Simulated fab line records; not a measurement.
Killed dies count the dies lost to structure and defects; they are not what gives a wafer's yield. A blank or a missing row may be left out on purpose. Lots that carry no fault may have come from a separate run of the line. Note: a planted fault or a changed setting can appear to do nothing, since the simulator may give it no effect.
Check for tools in common + flow gf180mcu + 39 wafers sampled across 15 lots

== WHY IT WAS OPENED ==
At GF_V1_THK_MEAS_03 the reading V1_CVD_02_THK is flagged on 3 of 15 lots. Fault-free wafers read 853 nm, with a standard deviation of 12.
Rule: a lot gets a flag if all its wafers with a number sit over 4 standard deviations from that mean, or if no wafer of it has a number. All remaining lots are regarded as sound.

| lot  | measured     | on           | V1_CVD_02_THK (nm), wafer by wafer | flag    |
|------|--------------|--------------|------------------------------------|---------|
| L510 | day 17 02:15 | filmMetro-04 | 833 844 860                        |         |
| L511 | day 17 16:51 | filmMetro-04 | 840 843 855                        |         |
| L512 | day 17 20:29 | filmMetro-01 | 857 843 862                        |         |
| L513 | day 18 08:40 | filmMetro-04 | 845 833 835                        |         |
| L514 | day 19 01:49 | filmMetro-03 | 862 855 860                        |         |
| L515 | day 19 04:05 | filmMetro-01 | 837 828 861                        |         |
| L516 | day 19 16:58 | filmMetro-01 | 848 862 865                        |         |
| L518 | day 20 07:47 | filmMetro-01 | 636                                | FLAGGED |
| L520 | day 21 04:16 | filmMetro-03 | 634                                | FLAGGED |
| L521 | day 21 19:05 | filmMetro-01 | 637                                | FLAGGED |
| L523 | day 22 06:56 | filmMetro-04 | 855 843 869                        |         |
| L525 | day 23 02:34 | filmMetro-03 | 854 838 860                        |         |
| L526 | day 23 09:53 | filmMetro-04 | 858 880 876                        |         |
| L528 | day 23 22:31 | filmMetro-03 | 862 867 875                        |         |
| L533 | day 25 11:22 | filmMetro-04 | 858 864 850                        |         |
The numbers of the flagged lots are 636 nm on average: -217 nm against the usual, or -18 standard deviations.

== TOOL THAT RAN EACH LOT ==
The record holds 4 process steps before the reading, out of a route of 602 steps. Every cell lists first the tool, next ch and the chambers used by the sampled wafers, and last the start.
| lot  | flag    | GF_CONTACT_SPUTTER_22       | GF_CONTACT_CVD_24            | GF_M1_SPUTTER_04            | GF_V1_CVD_02                    |
|------|---------|-----------------------------|------------------------------|-----------------------------|---------------------------------|
| L510 |         | pvdSputter-04, day 16 01:59 | cvdW-01 ch 0,1, day 16 02:07 | pvdSputter-01, day 16 02:51 | pecvd-02 ch 0,1, day 17 02:10   |
| L511 |         | pvdSputter-02, day 16 15:28 | cvdW-02 ch 0,1, day 16 15:34 | pvdSputter-03, day 16 16:29 | pecvd-04 ch 0,1, day 17 16:47   |
| L512 |         | pvdSputter-02, day 16 19:55 | cvdW-01 ch 1, day 16 20:03   | pvdSputter-01, day 16 20:53 | pecvd-04 ch 0,2, day 17 20:25   |
| L513 |         | pvdSputter-01, day 17 07:27 | cvdW-02 ch 1, day 17 07:33   | pvdSputter-04, day 17 08:19 | pecvd-01 ch 0,1, day 18 08:35   |
| L514 |         | pvdSputter-02, day 17 23:13 | cvdW-01 ch 0,1, day 17 23:21 | pvdSputter-03, day 18 00:08 | pecvd-01 ch 1,2, day 19 01:43   |
| L515 |         | pvdSputter-02, day 18 02:00 | cvdW-01 ch 0,1, day 18 02:06 | pvdSputter-04, day 18 02:52 | pecvd-04 ch 0,2, day 19 04:01   |
| L516 |         | pvdSputter-02, day 18 13:49 | cvdW-01 ch 1, day 18 13:55   | pvdSputter-03, day 18 14:41 | pecvd-01 ch 1,2, day 19 16:52   |
| L518 | FLAGGED | pvdSputter-02, day 19 05:16 | cvdW-02 ch 1, day 19 05:23   | pvdSputter-03, day 19 06:07 | pecvd-01 ch 0, day 20 07:41     |
| L520 | FLAGGED | pvdSputter-02, day 20 01:40 | cvdW-01 ch 1, day 20 01:46   | pvdSputter-01, day 20 02:32 | pecvd-01 ch 0, day 21 04:10     |
| L521 | FLAGGED | pvdSputter-04, day 20 16:52 | cvdW-01 ch 0, day 20 16:58   | pvdSputter-01, day 20 17:44 | pecvd-01 ch 0, day 21 19:01     |
| L523 |         | pvdSputter-04, day 21 05:07 | cvdW-01 ch 0,1, day 21 05:13 | pvdSputter-01, day 21 05:59 | pecvd-02 ch 0,2, day 22 06:52   |
| L525 |         | pvdSputter-04, day 22 00:58 | cvdW-01 ch 0,1, day 22 01:06 | pvdSputter-01, day 22 01:54 | pecvd-04 ch 0,1,2, day 23 02:31 |
| L526 |         | pvdSputter-02, day 22 08:53 | cvdW-01 ch 0, day 22 09:03   | pvdSputter-01, day 22 09:50 | pecvd-02 ch 1,2, day 23 09:47   |
| L528 |         | pvdSputter-01, day 22 22:28 | cvdW-02 ch 0,1, day 22 22:35 | pvdSputter-04, day 22 23:19 | pecvd-02 ch 1,2, day 23 22:25   |
| L533 |         | pvdSputter-04, day 24 10:45 | cvdW-02 ch 0,1, day 24 10:51 | pvdSputter-03, day 24 11:50 | pecvd-04 ch 0,2, day 25 11:17   |
These steps, and what they do:
- GF_CONTACT_SPUTTER_22: material Ti, target thk 15 nm, time 80.02 s.
- GF_CONTACT_CVD_24: deposits W, target thk 300 nm, time 90.339 s.
- GF_M1_SPUTTER_04: material TiN, target thk 50 nm, time 41.7 s.
- GF_V1_CVD_02: deposits SiO2 from TEOS, target thk 850 nm, time 94.851 s.
- GF_V1_THK_MEAS_03

== FLAGGED AGAINST TOTAL, ONE TOOL AT A TIME (gauges that did the reading follow at the end) ==
| step                  | tool          | lots run | flagged | share of the flagged lots | sound lots run after its first flagged lot |
|-----------------------|---------------|----------|---------|---------------------------|--------------------------------------------|
| GF_CONTACT_SPUTTER_22 | pvdSputter-01 | 2        | 0       | none                      | -                                          |
| GF_CONTACT_SPUTTER_22 | pvdSputter-02 | 8        | 2       | some                      | 1 (L526)                                   |
| GF_CONTACT_SPUTTER_22 | pvdSputter-04 | 5        | 1       | some                      | 3 (L523,L525,L533)                         |
| GF_CONTACT_CVD_24     | cvdW-01       | 10       | 2       | some                      | 3 (L523,L525,L526)                         |
| GF_CONTACT_CVD_24     | cvdW-02       | 5        | 1       | some                      | 2 (L528,L533)                              |
| GF_M1_SPUTTER_04      | pvdSputter-01 | 7        | 2       | some                      | 3 (L523,L525,L526)                         |
| GF_M1_SPUTTER_04      | pvdSputter-03 | 5        | 1       | some                      | 1 (L533)                                   |
| GF_M1_SPUTTER_04      | pvdSputter-04 | 3        | 0       | none                      | -                                          |
| GF_V1_CVD_02          | pecvd-01      | 6        | 3       | all                       | 0                                          |
| GF_V1_CVD_02          | pecvd-02      | 4        | 0       | none                      | -                                          |
| GF_V1_CVD_02          | pecvd-04      | 5        | 0       | none                      | -                                          |
| GF_V1_THK_MEAS_03     | filmMetro-01  | 5        | 2       | some                      | 0                                          |
| GF_V1_THK_MEAS_03     | filmMetro-03  | 4        | 1       | some                      | 2 (L525,L528)                              |
| GF_V1_THK_MEAS_03     | filmMetro-04  | 6        | 0       | none                      | -                                          |

== WHAT IS ALLOWED BY THE TABLE ==
Rows of the table that ran each flagged lot: 1, that is pecvd-01 at GF_V1_CVD_02.
- pecvd-01 at GF_V1_CVD_02 ran 6 lots, 3 of them flagged. Its last sound lot is L516 (day 19 16:52), its first flagged lot L518 (day 20 07:41): a fault that began between those two fits.
Left over: one tool, pecvd-01 at GF_V1_CVD_02.

== WHAT THE SIMULATOR HAD PUT IN ==
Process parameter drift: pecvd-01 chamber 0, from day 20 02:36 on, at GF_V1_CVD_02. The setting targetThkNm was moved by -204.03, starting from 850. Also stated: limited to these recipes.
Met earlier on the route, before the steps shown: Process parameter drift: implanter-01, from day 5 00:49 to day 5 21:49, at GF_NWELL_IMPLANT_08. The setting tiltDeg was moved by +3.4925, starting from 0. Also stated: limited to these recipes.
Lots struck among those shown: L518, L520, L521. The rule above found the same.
